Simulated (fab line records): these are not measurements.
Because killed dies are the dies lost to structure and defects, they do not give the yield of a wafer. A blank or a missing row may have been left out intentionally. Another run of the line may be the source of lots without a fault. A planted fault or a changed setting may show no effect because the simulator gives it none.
fab line records + flow sky130
record
- lots=6
- wafers=18
- last_day=49
route steps=708 shown POLY_GATE@233 LDD_N@237 PAD_OPEN@708
lots untouched by any fault: they come from a run of this same line in which no faults occurred
start_h: hours from the record's first day to the start of the lot's first wafer shown + wait_h: how many hours have passed since the lot's step before this one + " repeats the value in the row above + L1.1+2: several wafers, shown together as one row + - no value, or no start given + * or withheld: withheld + < > ~ a bound
route shown NAME@n: NAME is a module with steps in the file, n the number in the route of the first one + usual: mean/standard deviation taken from wafers without a fault + same: alike in all rows + chamber/n: place in a boat + sites: per-site readings + _std_site: their standard deviation + _edge_site: outer sites' mean less inner sites' + radius_mm: how far each site lies from the wafer's centre + mask NAME#n: copy n + behind: tool/chamber where the wafer was last shaped + hold: reason for holding the lot/hours on hold/outcome of the hold + device: names the non-switching transistor (n, p or np) + end of line: tests run on the same wafers once the route is complete + a step without rows: its recipe alone + killed: count of dies lost to structure and defects at first sort (not the wafer's yield) + map: shows each die of a wafer: x if killed, . if not, _ if none is there
set.NAME: setting as actually run; set.NAME@STEP: the setting as run at that earlier step + model.NAME: the simulator's own value behind a step, which no gauge read
lots at some steps of the route; a table a step, a row a wafer
services: a tool's chamber out of use, with start hour (start_h, from the record's first day; less than 0 if before it), hours out, and reason
## steps
# step SKY_POLY_GATE_CLEAN_19
# recipe
- chemistry=SC1/SC2
- mix=1:4:20
- temp_c=70
- time_s=150
- dry=n2_spin
# step SKY_POLY_GATE_OXIDATION_20
# recipe
- temp_c=850
- ambient=O2
- stabilise_s=600
- purge_s=300
- target_thk_a=40
- ox_time_s=899
# step SKY_POLY_GATE_THK_MEAS_21
# recipe
- reads=SiO2_of_POLY_GATE_OXIDATION_20
# usual
- POLY_GATE_OXIDATION_THK=4.01/0.066
| lot.wafer | tool          | chamber | start_h | wait_h | POLY_GATE_OXIDATION_THK[nm] |
|-----------|---------------|---------|---------|--------|-----------------------------|
| L529.1    | film_metro-03 | -       | 416.65  | 0.0    | 4.11                        |
| L529.3    | "             | -       | "       | "      | 4.06                        |
| L529.6    | "             | -       | "       | "      | 4.01                        |
| L531.2    | film_metro-01 | -       | 426.27  | 0.0    | 4.06                        |
| L531.4    | "             | -       | "       | "      | 4.04                        |
| L531.5    | "             | -       | "       | "      | 4.04                        |
| L532.3    | film_metro-04 | -       | 456.09  | 0.0    | 3.92                        |
| L532.4    | "             | -       | "       | "      | 3.94                        |
| L532.6    | "             | -       | "       | "      | 3.95                        |
| L540.1    | film_metro-04 | -       | 511.47  | 0.0    | 4.00                        |
| L540.2    | "             | -       | "       | "      | 3.93                        |
| L540.4    | "             | -       | "       | "      | 3.95                        |
| L542.1    | film_metro-01 | -       | 523.47  | 0.0    | 3.98                        |
| L542.4    | "             | -       | "       | "      | 3.88                        |
| L542.5    | "             | -       | "       | "      | 3.97                        |
| L545.2    | film_metro-04 | -       | 547.97  | 0.0    | 3.93                        |
| L545.4    | "             | -       | "       | "      | 3.94                        |
| L545.6    | "             | -       | "       | "      | 3.97                        |
# step SKY_POLY_GATE_CD_MEAS_22
# usual
- cd_nm=150/3.1
| lot.wafer | tool      | chamber | start_h | wait_h | cd_nm |
|-----------|-----------|---------|---------|--------|-------|
| L529.1    | cd_sem-01 | -       | 416.71  | 0.1    | 147   |
| L529.3    | "         | -       | "       | "      | 146   |
| L529.6    | "         | -       | "       | "      | 145   |
| L531.2    | cd_sem-02 | -       | 426.43  | 0.1    | 152   |
| L531.4    | "         | -       | "       | "      | 149   |
| L531.5    | "         | -       | "       | "      | 151   |
| L532.3    | cd_sem-01 | -       | 456.19  | 0.1    | 153   |
| L532.4    | "         | -       | "       | "      | 155   |
| L532.6    | "         | -       | "       | "      | 154   |
| L540.1    | cd_sem-01 | -       | 511.53  | 0.1    | 149   |
| L540.2    | "         | -       | "       | "      | 143   |
| L540.4    | "         | -       | "       | "      | 151   |
| L542.1    | cd_sem-01 | -       | 523.53  | 0.1    | 147   |
| L542.4    | "         | -       | "       | "      | 148   |
| L542.5    | "         | -       | "       | "      | 152   |
| L545.2    | cd_sem-02 | -       | 548.05  | 0.1    | 155   |
| L545.4    | "         | -       | "       | "      | 151   |
| L545.6    | "         | -       | "       | "      | 150   |
# step SKY_LDD_N_DEHYDRATE_00
# recipe
- temp_c=200
- time_s=60
# step SKY_LDD_N_HMDS_01
# recipe
- prime_time_s=60
- prime_temp_c=120
# step SKY_LDD_N_COAT_02
# recipe
- resist=NOVOLAK
- spin_rpm=3000
- resist_thk_nm=300
# step SKY_LDD_N_SOFTBAKE_03
# recipe
- temp_c=90
- time_s=60
- resist=NOVOLAK
# step SKY_LDD_N_EXPOSE_04
# recipe
- mask_id=NTM
- target_cd_nm=840
- na=0.6
- source_shape=conventional
- sigma_outer=0.6
- dose_mj=110
# step SKY_LDD_N_PEB_05
# recipe
- temp_c=withheld
- time_s=*
- resist=NOVOLAK
# step SKY_LDD_N_DEVELOP_06
# recipe
- develop_time_s=60
- dev_temp_c=23
# step SKY_LDD_N_OVL_MEAS_07
# usual
- LDD_N_OVL=0.4/1.5
| lot.wafer | tool       | chamber | start_h | wait_h | LDD_N_OVL[nm] |
|-----------|------------|---------|---------|--------|---------------|
| L529.1    | overlay-01 | -       | 446.78  | 0.1    | -0.6          |
| L529.3    | "          | -       | "       | "      | -1.1          |
| L529.6    | "          | -       | "       | "      | 1.3           |
| L531.2    | overlay-02 | -       | 457.08  | 0.1    | 0.6           |
| L531.4    | "          | -       | "       | "      | 1.6           |
| L531.5    | "          | -       | "       | "      | 0.9           |
| L532.3    | overlay-02 | -       | 486.09  | 0.1    | 0.0           |
| L532.4    | "          | -       | "       | "      | 0.7           |
| L532.6    | "          | -       | "       | "      | -0.2          |
| L540.1    | overlay-02 | -       | 541.53  | 0.1    | 0.0           |
| L540.2    | "          | -       | "       | "      | 1.0           |
| L540.4    | "          | -       | "       | "      | 1.2           |
| L542.1    | overlay-02 | -       | 553.53  | 0.1    | 0.6           |
| L542.4    | "          | -       | "       | "      | 1.6           |
| L542.5    | "          | -       | "       | "      | 0.5           |
| L545.2    | overlay-02 | -       | 577.43  | 0.1    | -0.6          |
| L545.4    | "          | -       | "       | "      | 0.8           |
| L545.6    | "          | -       | "       | "      | 0.1           |
# step SKY_LDD_N_IMPLANT_08
# recipe
- species=As
- energy_kev=20
- dose_cm2=7.5e+13
- tilt_deg=withheld
- rotation_deg=23
# usual
- dose_ions_cm2=7.502e+13/8.8e+10
- faraday_current_uA=423/8.8
| lot.wafer | tool         | chamber | start_h | wait_h | dose_ions_cm2 | faraday_current_uA |
|-----------|--------------|---------|---------|--------|---------------|--------------------|
| L529.1    | implanter-01 | 0       | 446.82  | 0.0    | 7.52e+13      | 430                |
| L529.3    | "            | 0       | "       | "      | 7.515e+13     | 427                |
| L529.6    | "            | 0       | "       | "      | 7.514e+13     | 429                |
| L531.2    | implanter-02 | 0       | 457.14  | 0.0    | 7.496e+13     | 430                |
| L531.4    | "            | 0       | "       | "      | 7.497e+13     | 414                |
| L531.5    | "            | 0       | "       | "      | 7.492e+13     | 424                |
| L532.3    | implanter-02 | 0       | 486.16  | 0.1    | 7.516e+13     | 428                |
| L532.4    | "            | 0       | "       | "      | 7.497e+13     | 411                |
| L532.6    | "            | 0       | "       | "      | 7.508e+13     | 436                |
| L540.1    | implanter-02 | 0       | 541.56  | 0.0    | 8.58e+13      | 513                |
| L540.2    | "            | 0       | "       | "      | 8.563e+13     | 478                |
| L540.4    | "            | 0       | "       | "      | 8.567e+13     | 471                |
| L542.1    | implanter-02 | 0       | 553.56  | 0.0    | 8.576e+13     | 492                |
| L542.4    | "            | 0       | "       | "      | 8.556e+13     | 483                |
| L542.5    | "            | 0       | "       | "      | 8.562e+13     | 474                |
| L545.2    | implanter-03 | 0       | 577.49  | 0.0    | 7.497e+13     | 426                |
| L545.4    | "            | 0       | "       | "      | 7.503e+13     | 430                |
| L545.6    | "            | 0       | "       | "      | 7.51e+13      | 413                |
# step SKY_LDD_N_IMPLANT_09
# recipe
- species=As
- energy_kev=20
- dose_cm2=7.5e+13
- tilt_deg=withheld
- rotation_deg=113
# step SKY_PAD_OPEN_PROBE_99
# usual
- killed_at_M0_to_M3=43/6.4
- killed_at_M4_up=2.9/1.7
- killed_at_contacts=24/5
- killed_at_front_end=15/4
- killed_at_other=0.4/0.62
- killed_dies=86/9.3
- killed_open=47/6.8
- killed_short=38/5.8
# same
- gross_dies=492
- killed_at_back_side=0
| lot.wafer | tool      | chamber | start_h | wait_h | killed_at_M0_to_M3 | killed_at_M4_up | killed_at_contacts | killed_at_front_end | killed_at_other | killed_dies | killed_open | killed_short | model.etest.tip_n.rs_ohm_sq |
|-----------|-----------|---------|---------|--------|--------------------|-----------------|--------------------|---------------------|-----------------|-------------|-------------|--------------|-----------------------------|
| L529.1    | prober-01 | -       | 1104.69 | 0.1    | 50                 | 8               | 22                 | 8                   | 0               | 88          | 47          | 41           | 441.3                       |
| L529.3    | prober-01 | -       | 1104.79 | 0.2    | 52                 | 3               | 30                 | 13                  | 0               | 98          | 57          | 41           | 442.1                       |
| L529.6    | prober-01 | -       | 1104.94 | 0.2    | 39                 | 4               | 25                 | 21                  | 0               | 89          | 49          | 39           | 441.1                       |
| L531.2    | prober-01 | -       | 1111.07 | 0.1    | 47                 | 2               | 30                 | 16                  | 0               | 95          | 48          | 47           | 438.4                       |
| L531.4    | prober-01 | -       | 1111.17 | 0.2    | 37                 | 1               | 21                 | 14                  | 0               | 73          | 40          | 33           | 440.3                       |
| L531.5    | prober-01 | -       | 1111.22 | 0.2    | 48                 | 4               | 20                 | 17                  | 0               | 89          | 51          | 38           | 436.3                       |
| L532.3    | prober-02 | -       | 1140.45 | 0.2    | 44                 | 2               | 21                 | 12                  | 1               | 80          | 41          | 38           | 440.3                       |
| L532.4    | prober-02 | -       | 1140.50 | 0.2    | 45                 | 4               | 31                 | 15                  | 2               | 97          | 43          | 54           | 440.7                       |
| L532.6    | prober-02 | -       | 1140.60 | 0.2    | 38                 | 3               | 15                 | 17                  | 0               | 73          | 40          | 32           | 440.4                       |
| L540.1    | prober-01 | -       | 1166.97 | 0.1    | 51                 | 2               | 22                 | 9                   | 1               | 85          | 44          | 40           | 426.4                       |
| L540.2    | prober-01 | -       | 1167.02 | 0.1    | 50                 | 3               | 30                 | 10                  | 0               | 93          | 56          | 37           | 431.7                       |
| L540.4    | prober-01 | -       | 1167.12 | 0.2    | 53                 | 2               | 24                 | 11                  | 1               | 91          | 50          | 40           | 432.5                       |
| L542.1    | prober-02 | -       | 1168.76 | 0.1    | 39                 | 1               | 16                 | 8                   | 0               | 64          | 33          | 31           | 427                         |
| L542.4    | prober-02 | -       | 1168.91 | 0.2    | 41                 | 5               | 23                 | 16                  | 1               | 86          | 45          | 41           | 433.3                       |
| L542.5    | prober-02 | -       | 1168.96 | 0.2    | 49                 | 2               | 28                 | 16                  | 0               | 95          | 48          | 47           | 427.1                       |
| L545.2    | prober-02 | -       | 1185.54 | 0.1    | 34                 | 3               | 21                 | 11                  | 1               | 70          | 39          | 30           | 437.3                       |
| L545.4    | prober-02 | -       | 1185.64 | 0.2    | 39                 | 5               | 26                 | 11                  | 1               | 82          | 48          | 34           | 437.2                       |
| L545.6    | prober-02 | -       | 1185.74 | 0.2    | 46                 | 2               | 27                 | 9                   | 0               | 84          | 50          | 34           | 438.1                       |
# killed by level:class
L529.1 VIA2:geometric_particle:open=12 VIA1:geometric_particle:open=10 METAL4:geometric_particle:short=7 LI_CONTACT:geometric_particle:open=6 CONTACT:geometric_particle:open=6 METAL1:geometric_particle:short=6 VIA3:geometric_particle:open=5 LI_CONTACT:geometric_particle:short=5
L529.3 VIA1:geometric_particle:open=19 CONTACT:geometric_particle:open=11 VIA2:geometric_particle:open=8 CONTACT:geometric_particle:short=6 VIA1:geometric_particle:short=5 LI_CONTACT:geometric_particle:open=4 LI_CONTACT:geometric_particle:short=4 LOCAL_INTERCONNECT:geometric_particle:short=4
L529.6 CONTACT:geometric_particle:open=14 VIA1:geometric_particle:open=8 VIA2:geometric_particle:open=7 FIELD_ISO:geometric_particle:open=6 VIA3:geometric_particle:open=6 FIELD_ISO:geometric_particle:short=5 LI_CONTACT:geometric_particle:open=4 CONTACT:geometric_particle:short=4
L531.2 CONTACT:geometric_particle:open=12 VIA2:geometric_particle:open=9 VIA3:geometric_particle:open=8 VIA1:geometric_particle:short=7 VIA1:geometric_particle:open=7 CONTACT:geometric_particle:short=6 FIELD_ISO:geometric_particle:short=5 POLY_GATE:geometric_particle:short=5
L531.4 VIA1:geometric_particle:open=10 LI_CONTACT:geometric_particle:open=6 CONTACT:geometric_particle:short=6 CONTACT:geometric_particle:open=5 VIA2:geometric_particle:open=5 VIA1:geometric_particle:short=5 VIA3:geometric_particle:open=4 FIELD_ISO:geometric_particle:short=3
L531.5 VIA1:geometric_particle:open=14 CONTACT:geometric_particle:open=8 LI_CONTACT:geometric_particle:open=6 VIA3:geometric_particle:open=6 VIA1:geometric_particle:short=5 METAL2:geometric_particle:short=5 FIELD_ISO:geometric_particle:short=4 POLY_GATE:geometric_particle:open=4
L532.3 VIA1:geometric_particle:open=9 CONTACT:geometric_particle:open=9 METAL1:geometric_particle:short=9 LI_CONTACT:geometric_particle:short=6 VIA1:geometric_particle:short=5 VIA2:geometric_particle:open=5 VIA3:geometric_particle:open=5 FIELD_ISO:geometric_particle:short=3
L532.4 CONTACT:geometric_particle:short=11 METAL2:geometric_particle:short=10 LI_CONTACT:geometric_particle:open=7 CONTACT:geometric_particle:open=7 VIA1:geometric_particle:open=7 VIA2:geometric_particle:open=6 VIA2:geometric_particle:short=6 FIELD_ISO:geometric_particle:short=5
L532.6 VIA2:geometric_particle:open=8 FIELD_ISO:geometric_particle:open=7 FIELD_ISO:geometric_particle:short=7 VIA3:geometric_particle:open=6 VIA1:geometric_particle:short=5 CONTACT:geometric_particle:open=5 CONTACT:geometric_particle:short=5 VIA1:geometric_particle:open=5
L540.1 VIA1:geometric_particle:open=14 CONTACT:geometric_particle:open=10 CONTACT:geometric_particle:short=7 VIA3:geometric_particle:open=7 VIA2:geometric_particle:short=6 VIA1:geometric_particle:short=5 METAL2:geometric_particle:open=5 VIA3:geometric_particle:short=4
L540.2 CONTACT:geometric_particle:open=13 VIA1:geometric_particle:open=11 VIA2:geometric_particle:open=9 VIA3:geometric_particle:open=9 LI_CONTACT:geometric_particle:open=7 METAL1:geometric_particle:short=7 CONTACT:geometric_particle:short=6 VIA1:geometric_particle:short=5
L540.4 VIA1:geometric_particle:open=13 CONTACT:geometric_particle:open=12 VIA2:geometric_particle:open=9 VIA1:geometric_particle:short=8 VIA3:geometric_particle:open=7 LOCAL_INTERCONNECT:geometric_particle:short=5 METAL1:geometric_particle:short=5 LI_CONTACT:geometric_particle:short=4
L542.1 VIA2:geometric_particle:open=7 VIA1:geometric_particle:open=6 LI_CONTACT:geometric_particle:short=5 CONTACT:geometric_particle:open=5 METAL1:geometric_particle:short=5 LI_CONTACT:geometric_particle:open=4 VIA1:geometric_particle:short=4 METAL3:geometric_particle:open=4
L542.4 VIA1:geometric_particle:open=9 LI_CONTACT:geometric_particle:open=7 VIA2:geometric_particle:open=7 CONTACT:geometric_particle:open=6 METAL2:geometric_particle:short=6 LOCAL_INTERCONNECT:geometric_particle:short=5 VIA2:geometric_particle:short=5 POLY_GATE:geometric_particle:open=4
L542.5 CONTACT:geometric_particle:open=10 METAL1:geometric_particle:short=10 VIA2:geometric_particle:open=9 VIA1:geometric_particle:open=8 FIELD_ISO:geometric_particle:open=7 VIA1:geometric_particle:short=7 LI_CONTACT:geometric_particle:open=6 CONTACT:geometric_particle:short=6
L545.2 CONTACT:geometric_particle:open=9 VIA1:geometric_particle:open=9 LI_CONTACT:geometric_particle:open=7 VIA1:geometric_particle:short=6 METAL1:geometric_particle:short=5 VIA2:geometric_particle:short=3 VIA2:geometric_particle:open=3 VIA3:geometric_particle:open=3
L545.4 VIA2:geometric_particle:open=10 LI_CONTACT:geometric_particle:open=9 CONTACT:geometric_particle:open=8 VIA1:geometric_particle:open=6 VIA1:geometric_particle:short=5 METAL2:geometric_particle:short=5 METAL4:geometric_particle:short=5 FIELD_ISO:geometric_particle:short=4
L545.6 LI_CONTACT:geometric_particle:open=11 VIA1:geometric_particle:open=10 VIA2:geometric_particle:open=9 CONTACT:geometric_particle:open=7 METAL1:geometric_particle:short=7 CONTACT:geometric_particle:short=4 VIA1:geometric_particle:short=4 VIA3:geometric_particle:open=4
## services
| tool         | chamber | start_h | hours | kind   |
|--------------|---------|---------|-------|--------|
| implanter-03 | -       | 425.37  | 10.8  | pm     |
| implanter-01 | -       | 429.01  | 3.3   | repair |
| implanter-01 | -       | 438.90  | 3.2   | repair |
| implanter-01 | -       | 449.73  | 4.5   | pm     |
| implanter-01 | -       | 533.10  | 15.1  | repair |
| implanter-03 | -       | 572.96  | 3.5   | repair |
## key
first_sign
- step=SKY_LDD_N_IMPLANT_08
- reading=dose_ions_cm2
- direction=up
- sigmas=99+
- usual=*
- struck=*
effect
- step=SKY_LDD_N_IMPLANT_08
- reading=faraday_current_uA
- direction=up
- sigmas=7.1
- usual=423
- struck=485
model_effect
- step=SKY_PAD_OPEN_PROBE_99
- value=etest.tip_n.rs_ohm_sq
- without=439
- struck=429.7
met_at SKY_LDD_N_IMPLANT_08
struck_wafers L540.1,L540.2,L540.4,L542.1,L542.4,L542.5
tester_left_out L540,L542
onset_between 486.16 541.56
fault
- kind=process_parameter_drift
- tool=implanter-02
- chamber=-
- onset_h=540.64
- steps=SKY_LDD_N_IMPLANT_08
- channel=dose_cm2
- offset=*
- shape=step
- end_h=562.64
- acts_in=*
- stated=*
# tester_left_out: of these lots the tester's yield and bins aren't shown, on N5 and GAA mostly nor the transistor test; their killed dies are dies lost to structure and defects alone, not to doping, threshold or leakage, so they don't give the yield
